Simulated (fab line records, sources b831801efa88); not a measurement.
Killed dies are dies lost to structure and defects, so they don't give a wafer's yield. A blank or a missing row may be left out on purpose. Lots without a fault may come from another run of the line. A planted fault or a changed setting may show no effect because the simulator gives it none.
Chamber matching | flow gf180mcu | GF_V1_CMP_04 on cmp-02: 4 sister chambers
The step polishes SiO2. 4 wafers are shown with their chamber, then 6 later ones without.

WAFERS WITH THEIR CHAMBER
wafer  | chamber | motor_current_A (A)
L980.4 | 0       | 11.7
L980.6 | 1       | 13.3
L986.2 | 2       | 10.3
L986.4 | 3       | 13.5

WAFERS WITHOUT THEIR CHAMBER
wafer  | motor_current_A (A)
L995.1 | 13.7
L995.2 | 14.0
L995.4 | 12.3
L996.1 | 11.6
L996.2 | 11.0
L996.6 | 10.4

WHICH CHAMBER EACH WENT THROUGH
wafer  | from the rows above          | in truth
L995.1 | can't be placed: 3 or 1      | 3
L995.2 | can't be placed: 3 or 1      | 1
L995.4 | can't be placed: 0 or 1 or 3 | 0
L996.1 | 0                            | 0
L996.2 | can't be placed: 0 or 2      | 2
L996.6 | 2                            | 2
Placed correctly: 2 of 6. Can't be placed from these rows: 4 (the true chamber is among the candidates in 4). Placed wrongly: 0.
How it was worked out, from the rows above alone: a wafer's distance from a chamber is the root of the sum, over the readings, of the square of ((its reading less the chamber's mean) divided by the reading's scatter). The wafer belongs to the nearest chamber; if the next one is less than 2 further off, it can't be placed. A chamber's mean is the mean of its shown wafers. The scatter: with one shown wafer a chamber, the root of the mean of the squares of how far each hidden wafer lies from its nearest shown one.
